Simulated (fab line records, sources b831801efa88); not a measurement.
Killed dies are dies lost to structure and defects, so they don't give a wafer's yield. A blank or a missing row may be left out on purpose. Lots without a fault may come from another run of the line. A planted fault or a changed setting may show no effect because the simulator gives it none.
fab line records | flow sky130
record lots=13 wafers=37 last_day=50
route steps=708 shown LDD_HVN@276 RES_XHIGH@336 LI_CONTACT@365 PAD_OPEN@708
lots that met no fault: from a run of the same line without faults
start_h: hours from the record's first day to the start of the lot's first wafer shown | wait_h: hours since the lot's step before | " the same as in the row above | L1.1+2: a row that stands for several wafers | - no value, or no start given | * or withheld: withheld | < > ~ a bound
route shown NAME@n: a module of which the file shows steps, and the number in the route of the first | usual: mean/standard deviation of fault-free wafers | same: alike in all rows | chamber/n: place in a boat | sites: the reading at each site | _std_site: their standard deviation | _edge_site: outer sites' mean less inner sites' | radius_mm: how far each site lies from the wafer's centre | mask NAME#n: copy n | behind: the tool/chamber that last shaped the wafer | hold: why the lot was held/for how many hours/how that ended | device: the transistor (n, p or np) that didn't switch | end of line: the same wafers' tests at the end of the route | a step without rows: its recipe alone | killed: dies lost to structure and defects at the first sort, not the wafer's yield | map: a wafer's dies, x killed, . not, _ none there
set.NAME: the setting as run; set.NAME@STEP: as run at that earlier step | model.NAME: the simulator's own value behind a step, which no gauge read
steps of the route over a sample of lots; a table a step, a row a wafer
services: from which hour (start_h, from the record's first day; less than 0 if before it) a tool's chamber was out of use, for how many hours, and why
## steps
# step SKY_LDD_HVN_STRIP_09
# recipe chemistry=O2/N2 power_w=1400 pressure_mtorr=1500 platen_temp_c=withheld o2_flow_sccm=3000 n2_flow_sccm=300 overash_fraction=0.5
# usual drypump_motor_current_A=5.9/0.35 oes_product_au=0.409/0.0048 strip_time_to_endpoint_s=4.127/0.015
# columns lot.wafer tool chamber start_h wait_h drypump_motor_current_A oes_product_au rf_hours_counter_h strip_time_to_endpoint_s
L724.2 plasma_asher-04 1 469.67 0.1 6.4 0.408 34 4.134
L724.4 " 1 " " 6.4 0.412 - 4.143
L724.5 " 0 " " 5.9 0.401 - 4.142
L725.1 plasma_asher-03 0 476.13 0.1 5.5 0.408 66 4.115
L725.2 " 1 " " 5.5 0.413 66 4.136
L725.6 " 1 " " 5.5 0.409 - 4.123
L727.1 plasma_asher-04 1 489.87 0.1 6.4 0.405 36 4.128
L727.4 " 1 " " 6.5 0.416 - 4.117
L727.6 " 0 " " 5.9 0.405 - 4.119
L728.2 plasma_asher-02 1 506.72 0.1 6.3 0.407 7 4.118
L728.3 " 1 " " 6.2 0.407 - 4.126
L728.4 " 0 " " 5.7 0.422 - 4.103
L730.1 plasma_asher-04 0 531.75 0.1 5.9 0.404 40 4.108
L730.4 " 0 " " 5.9 0.419 - 4.108
L730.6 " 0 " " 6.0 0.406 - 4.125
L735.2 plasma_asher-03 0 572.62 0.1 5.5 0.410 76 4.131
L735.4 " 0 " " 5.5 0.413 - 4.126
L735.5 " 1 " " 5.5 0.412 - 4.129
L736.4 plasma_asher-02 0 578.26 0.1 5.7 0.410 - 4.145
L736.6 " 0 " " 5.7 0.406 - 4.117
L741.3 plasma_asher-03 1 614.83 0.1 5.5 0.417 - 4.121
L741.6 " 1 " " 5.6 0.415 - 4.137
L743.3 plasma_asher-03 0 627.53 0.1 5.5 0.409 - 4.131
L743.4 " 1 " " 5.5 0.408 - 4.120
L743.6 " 1 " " 5.6 0.408 - 4.119
L744.1 plasma_asher-03 1 633.77 0.1 5.5 0.409 83 4.144
L744.4 " 1 " " 5.5 0.410 - 4.162
L744.5 " 0 " " 5.5 0.413 - 4.143
L745.1 plasma_asher-04 1 642.17 0.1 6.4 0.412 49 4.121
L745.4 " 1 " " 6.4 0.406 - 4.122
L745.6 " 1 " " 6.4 0.415 - 4.097
L746.2 plasma_asher-03 0 649.55 0.1 5.5 0.407 84 4.109
L746.4 " 1 " " 5.5 0.408 - 4.113
L746.5 " 0 " " 5.5 0.408 - 4.132
L747.1 plasma_asher-03 0 656.67 0.1 5.5 0.406 85 4.133
L747.3 " 0 " " 5.5 0.407 - 4.144
L747.6 " 0 " " 5.5 0.404 - 4.128
# step SKY_RES_XHIGH_EXPOSE_04
# recipe mask_id=URPM na=0.6 source_shape=conventional sigma_outer=0.6 polarization=unpolarized target_cd_nm=1270 dose_mj=140
# same na=0.6 sigma_outer=0.6
# columns lot.wafer tool chamber start_h wait_h mask
L724.2+4+5 iline_stepper-02 0 606.62 - URPM#0
L725.1+2+6 iline_stepper-01 0 613.33 - URPM#0
L727.1+4+6 iline_stepper-01 0 626.11 - URPM#0
L728.2+3+4 iline_stepper-01 0 640.82 - URPM#0
L730.1+4+6 iline_stepper-01 0 665.96 - URPM_R1#0
L735.2+4+5 iline_stepper-02 0 704.50 - URPM#0
L736.4+6 iline_stepper-02 0 710.46 - URPM#0
L741.3+6 iline_stepper-01 0 744.97 - URPM#0
L743.3+4+6 iline_stepper-02 0 755.10 - URPM#0
L744.1+4+5 iline_stepper-01 0 759.94 - URPM#0
L745.1+4+6 iline_stepper-02 0 774.39 - URPM#0
L746.2+4+5 iline_stepper-01 0 775.45 - URPM#0
L747.1+3+6 iline_stepper-01 0 784.51 - URPM#0
# step SKY_SD_N_RS_MEAS_18
# recipe thk_meas_gauge=four-point-probe
# usual RES_XHIGH_RS=332.9/1.2
# columns lot.wafer tool chamber start_h wait_h RES_XHIGH_RS[ohm/sq]
L724.2 film_metro-04 - 651.01 0.1 330.8
L724.4 " - " " 329.6
L724.5 " - " " 329.5
L725.1 film_metro-01 - 657.79 0.1 334.0
L725.2 " - " " 333.1
L725.6 " - " " 332.9
L727.1 film_metro-01 - 669.78 0.1 333.6
L727.4 " - " " 332.8
L727.6 " - " " 332.1
L728.2 film_metro-03 - 684.90 0.1 332.5
L728.3 " - " " 334.6
L728.4 " - " " 331.9
L730.1 film_metro-01 - 709.10 0.1 333.1
L730.4 " - " " 333.5
L730.6 " - " " 333.4
L735.2 film_metro-03 - 746.94 0.1 333.4
L735.4 " - " " 333.7
L735.5 " - " " 333.7
L736.4 film_metro-04 - 752.25 0.1 331.3
L736.6 " - " " 332.6
L741.3 film_metro-01 - 785.41 0.1 332.5
L741.6 " - " " 332.8
L743.3 film_metro-04 - 795.86 0.1 333.5
L743.4 " - " " 332.7
L743.6 " - " " 333.5
L744.1 film_metro-03 - 800.54 0.1 333.9
L744.4 " - " " 334.5
L744.5 " - " " 334.4
L745.1 film_metro-04 - 814.99 0.1 333.4
L745.4 " - " " 333.2
L745.6 " - " " 332.5
L746.2 film_metro-01 - 816.30 0.1 332.5
L746.4 " - " " 332.7
L746.5 " - " " 333.6
L747.1 film_metro-01 - 825.07 0.1 332.5
L747.3 " - " " 335.4
L747.6 " - " " 333.9
# step SKY_LI_CONTACT_BOW_MEAS_03
# recipe mode=bow
# usual LI_CONTACT_BOW=56/7.1
# columns lot.wafer tool chamber start_h wait_h LI_CONTACT_BOW[um]
L724.2 film_metro-04 - 651.63 0.3 56
L724.4 " - " " 51
L724.5 " - " " 57
L725.1 film_metro-01 - 658.39 0.1 50
L725.2 " - " " 49
L725.6 " - " " 60
L727.1 film_metro-01 - 670.40 0.2 65
L727.4 " - " " 58
L727.6 " - " " 62
L728.2 film_metro-04 - 685.50 0.3 60
L728.3 " - " " 61
L728.4 " - " " 76
L730.1 film_metro-03 - 709.70 0.2 61
L730.4 " - " " 49
L730.6 " - " " 54
L735.2 film_metro-01 - 747.73 0.1 56
L735.4 " - " " 58
L735.5 " - " " 56
L736.4 film_metro-01 - 752.85 0.2 65
L736.6 " - " " 59
L741.3 film_metro-01 - 786.01 0.3 45
L741.6 " - " " 58
L743.3 film_metro-04 - 796.46 0.2 61
L743.4 " - " " 54
L743.6 " - " " 63
L744.1 film_metro-03 - 801.14 0.1 57
L744.4 " - " " 49
L744.5 " - " " 54
L745.1 film_metro-01 - 815.59 0.1 46
L745.4 " - " " 55
L745.6 " - " " 57
L746.2 film_metro-01 - 816.90 0.2 65
L746.4 " - " " 58
L746.5 " - " " 55
L747.1 film_metro-04 - 825.67 0.2 48
L747.3 " - " " 54
L747.6 " - " " 52
# step SKY_PAD_OPEN_PROBE_99
# usual killed_at_M0_to_M3=43/6.3 killed_at_M4_up=3.0/1.6 killed_at_contacts=25/5 killed_at_front_end=15/4.4 killed_at_other=0.3/0.8 killed_dies=85/8.7 killed_open=47/6.9 killed_short=38/6.3
# same gross_dies=492 killed_at_back_side=0
# columns lot.wafer tool chamber start_h wait_h killed_at_M0_to_M3 killed_at_M4_up killed_at_contacts killed_at_front_end killed_at_other killed_dies killed_open killed_short
L725.1 prober-02 - 1083.54 0.1 45 3 34 20 0 102 54 48
L725.2 prober-02 - 1083.59 0.1 46 5 24 17 0 92 45 47
L725.6 prober-02 - 1083.79 0.2 40 3 19 16 0 78 32 46
L730.1 prober-02 - 1121.61 0.1 47 3 27 18 1 96 53 43
L730.4 prober-02 - 1121.76 0.2 43 4 29 16 0 92 57 35
L730.6 prober-02 - 1121.86 0.2 41 1 26 18 0 86 49 37
L735.2 prober-02 - 1152.64 0.1 36 4 21 18 0 79 43 34
L735.4 prober-02 - 1152.74 0.2 48 1 22 14 0 85 45 40
L735.5 prober-02 - 1152.79 0.2 41 4 16 18 0 79 44 35
L736.4 prober-01 - 1153.52 0.2 42 4 26 18 1 91 53 38
L736.6 prober-01 - 1153.62 0.2 37 0 18 18 0 73 42 31
L741.3 prober-01 - 1175.88 0.2 35 2 23 14 0 74 42 32
L741.6 prober-01 - 1176.03 0.2 46 4 17 8 0 75 51 24
L743.3 prober-02 - 1179.13 0.2 39 4 21 17 1 82 42 40
L743.4 prober-02 - 1179.18 0.2 43 4 29 16 1 93 39 54
L743.6 prober-02 - 1179.28 0.2 56 3 21 11 0 91 39 52
L744.1 prober-02 - 1182.12 0.1 42 2 19 9 3 75 44 31
L744.4 prober-02 - 1182.27 0.2 46 4 27 12 0 89 59 30
L744.5 prober-02 - 1182.32 0.2 45 5 31 16 0 97 56 41
L746.2 prober-02 - 1195.82 0.1 36 4 24 9 0 73 36 37
L746.4 prober-02 - 1195.92 0.2 42 2 29 12 0 85 47 38
L746.5 prober-02 - 1195.97 0.2 46 5 21 10 0 82 42 40
# killed by level:class
L725.1 VIA1:geometric_particle:open=12 LI_CONTACT:geometric_particle:open=10 CONTACT:geometric_particle:open=9 METAL1:geometric_particle:short=7 CONTACT:geometric_particle:short=6 FIELD_ISO:geometric_particle:short=5 FIELD_ISO:geometric_particle:open=5 METAL2:geometric_particle:short=5
L725.2 VIA1:geometric_particle:open=12 LI_CONTACT:geometric_particle:open=8 CONTACT:geometric_particle:short=8 VIA2:geometric_particle:open=7 METAL1:geometric_particle:short=6 METAL2:geometric_particle:short=5 FIELD_ISO:geometric_particle:short=4 POLY_GATE:geometric_particle:open=4
L725.6 VIA1:geometric_particle:short=9 POLY_GATE:geometric_particle:short=7 CONTACT:geometric_particle:open=7 FIELD_ISO:geometric_particle:open=6 VIA2:geometric_particle:open=6 VIA2:geometric_particle:short=6 VIA1:geometric_particle:open=5 LI_CONTACT:geometric_particle:short=4
L730.1 VIA1:geometric_particle:open=11 LI_CONTACT:geometric_particle:open=9 VIA3:geometric_particle:open=8 METAL2:geometric_particle:short=8 CONTACT:geometric_particle:open=6 VIA1:geometric_particle:short=5 CONTACT:geometric_particle:short=5 VIA2:geometric_particle:open=5
L730.4 LI_CONTACT:geometric_particle:open=12 VIA1:geometric_particle:open=10 CONTACT:geometric_particle:open=7 VIA1:geometric_particle:short=6 VIA3:geometric_particle:open=6 METAL1:geometric_particle:short=6 POLY_GATE:geometric_particle:open=5 LOCAL_INTERCONNECT:geometric_particle:short=5
L730.6 VIA1:geometric_particle:open=11 METAL2:geometric_particle:short=8 CONTACT:geometric_particle:open=7 LOCAL_INTERCONNECT:geometric_particle:short=6 POLY_GATE:geometric_particle:open=6 LI_CONTACT:geometric_particle:open=6 FIELD_ISO:geometric_particle:short=5 FIELD_ISO:geometric_particle:open=5
L735.2 VIA1:geometric_particle:open=15 LI_CONTACT:geometric_particle:open=7 FIELD_ISO:geometric_particle:short=6 POLY_GATE:geometric_particle:open=6 VIA2:geometric_particle:open=6 LOCAL_INTERCONNECT:geometric_particle:short=5 CONTACT:geometric_particle:open=4 POLY_GATE:geometric_particle:short=4
L735.4 VIA1:geometric_particle:open=9 LI_CONTACT:geometric_particle:open=8 METAL2:geometric_particle:short=7 METAL1:geometric_particle:short=6 VIA3:geometric_particle:open=6 POLY_GATE:geometric_particle:open=5 CONTACT:geometric_particle:open=5 VIA2:geometric_particle:open=5
L735.5 VIA1:geometric_particle:open=11 CONTACT:geometric_particle:open=7 METAL1:geometric_particle:short=6 LI_CONTACT:geometric_particle:open=5 VIA2:geometric_particle:open=5 FIELD_ISO:geometric_particle:short=4 VIA3:geometric_particle:open=4 METAL3:geometric_particle:short=4
L736.4 CONTACT:geometric_particle:open=10 VIA3:geometric_particle:open=10 VIA1:geometric_particle:open=9 VIA2:geometric_particle:open=6 FIELD_ISO:geometric_particle:short=5 CONTACT:geometric_particle:short=5 LI_CONTACT:geometric_particle:open=4 FIELD_ISO:geometric_particle:open=4
L736.6 VIA1:geometric_particle:open=11 FIELD_ISO:geometric_particle:open=7 METAL2:geometric_particle:short=7 CONTACT:geometric_particle:open=6 CONTACT:geometric_particle:short=5 VIA2:geometric_particle:open=5 LI_CONTACT:geometric_particle:open=4 POLY_GATE:geometric_particle:short=4
L741.3 CONTACT:geometric_particle:open=9 LI_CONTACT:geometric_particle:open=6 LOCAL_INTERCONNECT:geometric_particle:short=6 VIA2:geometric_particle:open=6 VIA3:geometric_particle:open=6 FIELD_ISO:geometric_particle:short=4 METAL1:geometric_particle:short=4 VIA1:geometric_particle:open=4
L741.6 VIA1:geometric_particle:open=13 VIA3:geometric_particle:open=11 METAL1:geometric_particle:short=6 CONTACT:geometric_particle:open=5 VIA2:geometric_particle:open=4 FIELD_ISO:geometric_particle:open=3 POLY_GATE:geometric_particle:short=3 LI_CONTACT:geometric_particle:open=3
L743.3 VIA1:geometric_particle:open=12 CONTACT:geometric_particle:open=7 VIA1:geometric_particle:short=7 CONTACT:geometric_particle:short=6 FIELD_ISO:geometric_particle:open=5 POLY_GATE:geometric_particle:open=5 VIA3:geometric_particle:open=4 METAL4:geometric_particle:short=4
L743.4 CONTACT:geometric_particle:open=11 VIA1:geometric_particle:short=11 VIA1:geometric_particle:open=9 CONTACT:geometric_particle:short=8 METAL1:geometric_particle:short=7 LOCAL_INTERCONNECT:geometric_particle:short=5 SPACER:geometric_particle:open=4 VIA3:geometric_particle:open=4
L743.6 VIA1:geometric_particle:open=13 CONTACT:geometric_particle:open=9 METAL1:geometric_particle:short=9 LOCAL_INTERCONNECT:geometric_particle:short=7 VIA1:geometric_particle:short=7 VIA3:geometric_particle:short=7 FIELD_ISO:geometric_particle:short=5 VIA3:geometric_particle:open=5
L744.1 VIA1:geometric_particle:open=10 VIA2:geometric_particle:open=7 VIA3:geometric_particle:open=7 FIELD_ISO:geometric_particle:open=5 LI_CONTACT:geometric_particle:open=5 CONTACT:geometric_particle:open=5 METAL1:geometric_particle:short=5 METAL2:geometric_particle:short=4
L744.4 CONTACT:geometric_particle:open=12 VIA1:geometric_particle:open=12 VIA2:geometric_particle:open=11 VIA3:geometric_particle:open=9 LI_CONTACT:geometric_particle:open=8 VIA1:geometric_particle:short=6 LOCAL_INTERCONNECT:geometric_particle:short=3 FIELD_ISO:geometric_particle:open=3
L744.5 CONTACT:geometric_particle:open=14 VIA1:geometric_particle:open=12 METAL1:geometric_particle:short=8 VIA2:geometric_particle:open=8 LI_CONTACT:geometric_particle:open=7 METAL2:geometric_particle:short=6 VIA3:geometric_particle:open=6 POLY_GATE:geometric_particle:short=5
L746.2 CONTACT:geometric_particle:open=14 VIA1:geometric_particle:open=7 METAL2:geometric_particle:short=6 CONTACT:geometric_particle:short=5 FIELD_ISO:geometric_particle:short=4 METAL1:geometric_particle:short=4 VIA2:geometric_particle:open=4 LI_CONTACT:geometric_particle:open=3
L746.4 CONTACT:geometric_particle:open=16 VIA1:geometric_particle:open=11 CONTACT:geometric_particle:short=6 METAL1:geometric_particle:short=6 VIA1:geometric_particle:short=5 VIA2:geometric_particle:open=4 VIA3:geometric_particle:short=4 VIA3:geometric_particle:open=4
L746.5 VIA1:geometric_particle:open=15 LI_CONTACT:geometric_particle:open=6 CONTACT:geometric_particle:open=6 METAL1:geometric_particle:short=5 VIA3:geometric_particle:open=5 VIA1:geometric_particle:short=5 VIA3:geometric_particle:short=5 LOCAL_INTERCONNECT:geometric_particle:short=4
## services
# columns tool chamber start_h hours kind
plasma_asher-02 - 476.85 0.5 repair
iline_stepper-02 - 487.15 1.7 pm
plasma_asher-04 - 491.66 2.3 repair
iline_stepper-02 - 498.77 2.1 pm
iline_stepper-02 - 500.85 - consumable_replace:lamp
plasma_asher-04 - 502.20 2.8 pm
plasma_asher-02 - 522.21 6.2 repair
plasma_asher-04 - 576.71 5.3 repair
plasma_asher-04 - 581.60 2.7 repair
plasma_asher-04 - 584.80 10.9 repair
iline_stepper-01 - 605.99 1.7 pm
plasma_asher-04 - 623.90 10.2 repair
iline_stepper-02 - 636.50 0.6 repair
iline_stepper-01 - 658.86 1.2 repair
iline_stepper-02 - 705.33 1.7 pm
plasma_asher-02 - 729.60 15.6 pm
plasma_asher-02 - 756.63 11.1 repair
plasma_asher-03 - 762.87 4.5 repair
plasma_asher-03 - 782.71 1.7 repair
## key
first_sign step=SKY_RES_XHIGH_EXPOSE_04 reading=mask direction=changed
effect none on later readings
met_at SKY_RES_XHIGH_EXPOSE_04
struck_lots L730
tester_left_out L730
not_acting_at SKY_LDD_HVN_STRIP_09,SKY_SD_N_RS_MEAS_18,SKY_LI_CONTACT_BOW_MEAS_03
onset_between 640.82 665.96
fault kind=wrong_mask tool=any chamber=- onset_h=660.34 steps=SKY_RES_XHIGH_EXPOSE_04 aux_copy=URPM_R1#0 cd_offset_nm=89 scope=struck_lots_only
# tester_left_out: of these lots the tester's yield and bins aren't shown, on N5 and GAA mostly nor the transistor test; their killed dies are dies lost to structure and defects alone, not to doping, threshold or leakage, so they don't give the yield
